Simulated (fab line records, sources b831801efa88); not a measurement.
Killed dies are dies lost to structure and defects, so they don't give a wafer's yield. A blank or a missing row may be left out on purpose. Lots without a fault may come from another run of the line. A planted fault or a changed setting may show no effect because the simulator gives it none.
A struck lot beside a sound one | flow sky130 | 23 steps out of a route of 708
Sound: wafers L292.2, L292.3, L292.4. Struck: wafers L299.4, L299.5, L299.6. The cause comes at the end.
At each step with rows: each side's tool, then ch and its chambers, then its first start. Under that, the readings that differ: sound wafers | struck wafers | difference of the means | sigmas: that difference in standard deviations of wafers without a fault.
alike: readings whose means differ by less than 2 such deviations, and words and numbers that are the same on both sides. not compared: withheld readings, readings that some wafer has no value for, bounds like >300 that may hide the same value, and numbers for which the record gives no deviation and whose values overlap.
The two part at a step that has a row with sigmas, a row that says differs or no value, or rows on one side only. Numbers that don't overlap but have no deviation are shown without sigmas and don't part them. A reading that every wafer of one side lacks parts them only if that side has two wafers or more.

first, 6 steps without rows for these wafers: SKY_VT_ADJUST_LVTN_HMDS_12 (prime time 60 s); SKY_VT_ADJUST_LVTN_COAT_13 (resist thk 1140 nm); SKY_VT_ADJUST_LVTN_SOFTBAKE_14 (time 60 s); SKY_VT_ADJUST_LVTN_EXPOSE_15 (exposes mask HVN STD DERIVED, target cd 600 nm); SKY_VT_ADJUST_LVTN_PEB_16; SKY_VT_ADJUST_LVTN_DEVELOP_17 (develop time 60 s).
SKY_VT_ADJUST_LVTN_OVL_MEAS_18:
  sound on overlay-01, day 9 18:40; struck on overlay-02, day 11 18:31
  alike: VT_ADJUST_LVTN_01_OVL
then, 1 step without rows for these wafers: SKY_VT_ADJUST_LVTN_IMPLANT_19.
SKY_VT_ADJUST_LVTN_STRIP_20: strips in O2/N2.
  sound on plasma_asher-04 ch 0,1, day 9 18:51; struck on plasma_asher-04 ch 0,1, day 11 18:44
  alike: drypump_motor_current_A, oes_product_au, strip_time_to_endpoint_s
  not compared: rf_hours_counter_h
SKY_VT_ADJUST_LVTN_TW_MEAS_21:
  sound on film_metro-01, day 9 18:58; struck on film_metro-01, day 11 18:49
  alike: VT_ADJUST_LVTN_2_TW
then, 2 steps without rows for these wafers: SKY_VT_ADJUST_NCORE_DEHYDRATE_00 (time 60 s); SKY_VT_ADJUST_NCORE_HMDS_01 (prime time 60 s).
SKY_VT_ADJUST_NCORE_COAT_02: resist thk 1140 nm.
  sound on litho_track-01 ch 0, day 10 05:53; struck on litho_track-04 ch 0, day 12 06:34
  reading                                              | sound          | struck         | difference | sigmas
  model.NOVOLAK_of_VT_ADJUST_NCORE_COAT_02.thk_nm (nm) | 1138 1140 1139 | 1087 1091 1092 | -49        |
then, 3 steps without rows for these wafers: SKY_VT_ADJUST_NCORE_SOFTBAKE_03 (time 60 s); SKY_VT_ADJUST_NCORE_EXPOSE_04 (exposes mask LVTN COMPLEMENT THIN, target cd 380 nm); SKY_VT_ADJUST_NCORE_PEB_05.
SKY_VT_ADJUST_NCORE_DEVELOP_06: develop time 60 s.
  sound on litho_track-04 ch 0, day 10 17:16; struck on litho_track-04 ch 0, day 12 18:46
  reading                                              | sound          | struck         | difference | sigmas
  model.NOVOLAK_of_VT_ADJUST_NCORE_COAT_02.thk_nm (nm) | 1138 1140 1138 | 1087 1091 1091 | -49        |
SKY_VT_ADJUST_NCORE_CD_MEAS_07: target cd 380 nm.
  sound on cd_sem-01, day 10 17:25; struck on cd_sem-01, day 12 18:54
  reading    | sound             | struck            | difference | sigmas
  cd_nm (nm) | 381.4 382.6 380.4 | 386.8 386.5 386.6 | +5.2       | +2
SKY_VT_ADJUST_NCORE_OVL_MEAS_08:
  sound on overlay-02, day 10 17:31; struck on overlay-01, day 12 18:58
  reading                  | sound         | struck         | difference | sigmas
  VT_ADJUST_NCORE_OVL (nm) | -0.4 0.8 -0.1 | -4.6 -3.8 -2.9 | -3.9       | -2
then, 1 step without rows for these wafers: SKY_VT_ADJUST_NCORE_IMPLANT_09.
SKY_VT_ADJUST_NCORE_STRIP_10: strips in O2/N2.
  sound on plasma_asher-01 ch 0,1, day 10 17:41; struck on plasma_asher-01 ch 0,1, day 12 19:11
  reading                      | sound             | struck            | difference | sigmas
  strip_time_to_endpoint_s (s) | 14.15 14.17 14.15 | 13.55 13.59 13.60 | -0.58      | -17
  alike: drypump_motor_current_A, oes_product_au
  not compared: rf_hours_counter_h
SKY_VT_ADJUST_NCORE_TW_MEAS_11:
  sound on film_metro-03, day 10 17:48; struck on film_metro-04, day 12 19:16
  alike: VT_ADJUST_NCORE_TW
SKY_PAD_OPEN_PROBE_99:
  the record has rows for the sound wafers here (prober-02, day 48 15:28) and none for the struck ones

WHERE THEY PART
First at SKY_VT_ADJUST_NCORE_CD_MEAS_07; last, within this record, at SKY_PAD_OPEN_PROBE_99.

WHY: what the simulator had put in
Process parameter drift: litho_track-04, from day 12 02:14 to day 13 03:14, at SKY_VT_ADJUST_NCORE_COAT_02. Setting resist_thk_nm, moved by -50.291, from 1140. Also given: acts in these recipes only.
